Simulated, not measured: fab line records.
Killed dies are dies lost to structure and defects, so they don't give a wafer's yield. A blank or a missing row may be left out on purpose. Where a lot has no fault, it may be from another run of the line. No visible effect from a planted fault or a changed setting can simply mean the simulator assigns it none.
Struck lot and sound lot, side by side    flow sfq_line    14 steps out of a route of 325
Sound: these wafers, L153.2, L153.5, L153.6. The struck wafers were L161.2, L161.3, L161.6. Last of all comes the cause.
At each step with rows: each side's tool, then ch and its chambers, then its first start. Under that, the readings that differ: sound wafers    struck wafers    difference of the means    sigmas: that difference in standard deviations of wafers without a fault.
alike: readings whose means differ by less than 2 such deviations, and words and numbers that are the same on both sides. not compared: withheld readings, readings that some wafer has no value for, bounds like >300 that may hide the same value, and numbers for which the record gives no deviation and whose values overlap.
The two part at a step that has a row with sigmas, a row that says differs or no value, or rows on one side only. Non-overlapping numbers with no deviation appear without sigmas and do not part them. Lack of a reading on every wafer of one side parts them only where that side has two or more wafers.

SFQ_TRILAYER_M2_BARC_OPEN_METAL_ETCH_077: etches BARC in O2, target depth 125 nm, time 41.7 s.
  sound on rie_metal-01 ch 0,1, day 34 22:21; struck on rie_metal-01 ch 0,1, day 37 17:40
  alike: drypump_motor_current_A, oes_product_au, rf_fwd_power_W
  not compared: rf_hours_counter_h
SFQ_TRILAYER_M2_ETCH_METAL_ETCH_060: etches Nb in Cl2/Ar, stops on SiO2, target depth 240 nm, time 120 s.
  sound on rie_metal-01 ch 0,1, day 34 22:26; struck on rie_metal-01 ch 0,1, day 37 17:43
  alike: drypump_motor_current_A, oes_product_au, rf_fwd_power_W
  not compared: rf_hours_counter_h
then, 2 steps without rows for these wafers: SFQ_TRILAYER_M2_STRIP_STRIP_061 (strips in O2); SFQ_TRILAYER_M2_STRIP_SOLV_CLEAN_062 (cleans in NMP, time 600 s).
SFQ_TRILAYER_I2_DEP_PECVD_063: deposits SiO2 from SiH4/N2O, time 111.11 s, target thk 500 nm.
  sound on pecvd-02 ch 1,2, day 34 23:34; struck on pecvd-01 ch 0,1,2, day 37 18:38
  alike: heater_power_w, rf_fwd_power_W, throttle_valve_pct
SFQ_TRILAYER_I2_CMP_CMP_064: polishes SiO2.
  sound on cmp-02 ch 0,1, day 34 23:54; struck on cmp-01 ch 0,1, day 37 19:13
  alike: motor_current_A, slurry_flow_ml_min, time_to_endpoint_s
SFQ_I2_BOW_MEAS_917:
  sound: film_metro-04 at day 35 02:55; struck: film_metro-04 at day 37 21:44
  alike: I2_BOW
SFQ_TRILAYER_I2_METRO_MEASURE_065:
  sound: film_metro-04 at day 35 03:13; struck: film_metro-04 at day 37 22:02
  alike: thk_nm
then, 4 steps without rows for these wafers: SFQ_TRILAYER_I2_VIA_LITHO_COAT_072 (resist thk 62 nm); SFQ_TRILAYER_I2_VIA_LITHO_COAT_067 (resist thk 650 nm); SFQ_TRILAYER_I2_VIA_LITHO_SOFTBAKE_071; SFQ_TRILAYER_I2_VIA_LITHO_EXPOSE_068 (exposes mask I2, target cd 500 nm).
-- the record jumps here: 6 days lie between the struck wafers' starts before and after --
SFQ_TRILAYER_I2_VIA_LITHO_PEB_070: peb time 60 s.
  sound on litho_track-03 ch 0, day 41 04:14; struck on litho_track-03 ch 0, day 43 22:31
reading                   sound                 struck                difference  sigmas
heater_power_total_W (W)  79.21 78.99 79.13     74.70 74.64 74.88     -4.37       -61
plate_temp_C (C)          115.02 115.26 115.09  110.32 110.42 110.28  -4.78       -34
then, 1 step without rows for these wafers: SFQ_TRILAYER_I2_VIA_LITHO_DEVELOP_069 (time 60 s).

== WHERE THEY PART ==
At SFQ_TRILAYER_I2_VIA_LITHO_PEB_070 and nowhere else, as far as this record goes.

WHY: what had been put in by the simulator
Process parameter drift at SFQ_TRILAYER_I2_VIA_LITHO_PEB_070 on litho_track-03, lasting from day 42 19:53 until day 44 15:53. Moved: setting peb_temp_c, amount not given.
